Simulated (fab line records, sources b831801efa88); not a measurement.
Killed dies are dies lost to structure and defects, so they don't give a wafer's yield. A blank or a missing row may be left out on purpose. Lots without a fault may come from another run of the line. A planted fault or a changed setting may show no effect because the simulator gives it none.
Which tool did it? | flow gf180mcu | 12 lots, 36 wafers sampled, at 1 step of a route of 602

WHAT THE GAUGES READ, wafer by wafer
GF_M2_OVL_MEAS_15.
lot  | measured     | on         | M2_OVL (nm)
L075 | day 19 14:35 | overlay-02 | -6 -3 -2
L077 | day 20 09:23 | overlay-01 | 5 0 -5
L079 | day 21 01:23 | overlay-02 | -3 -2 1
L081 | day 21 19:20 | overlay-01 | 7 11 7
L083 | day 22 12:45 | overlay-02 | 2 8 12
L085 | day 23 07:25 | overlay-02 | -1 11 9
L087 | day 24 08:56 | overlay-01 | -6 0 6
L089 | day 24 23:59 | overlay-01 | -4 -11 -7
L091 | day 25 09:01 | overlay-01 | -2 2 -4
L093 | day 26 01:33 | overlay-02 | 1 3 0
L095 | day 26 13:35 | overlay-01 | -9 -4 -3
L097 | day 27 01:34 | overlay-02 | -6 -5 -9

WHICH TOOL RAN EACH LOT (tool, then ch and the chambers of the sampled wafers, then the start)
The record holds no process step before these readings.

THE ANSWER, worked out from the rows above alone
Rule: what is usual is taken from the lots themselves. Put in order of their means at a reading, lots are off if they are a third of the lots or fewer, leave a main group of 4 or more, and stand apart from it by a gap of 3 or more times the standard deviation of the main group's means; of several such gaps the widest counts. A main group whose means are all the same, to the digits that the tables above print for the reading, isn't used. A lot without any number at a reading at which 4 lots or more have one is off too. The other lots that the step has rows for count as sound.
No lot is off at any reading shown: from this, nothing can be told.

WHAT THE SIMULATOR HAD PUT IN
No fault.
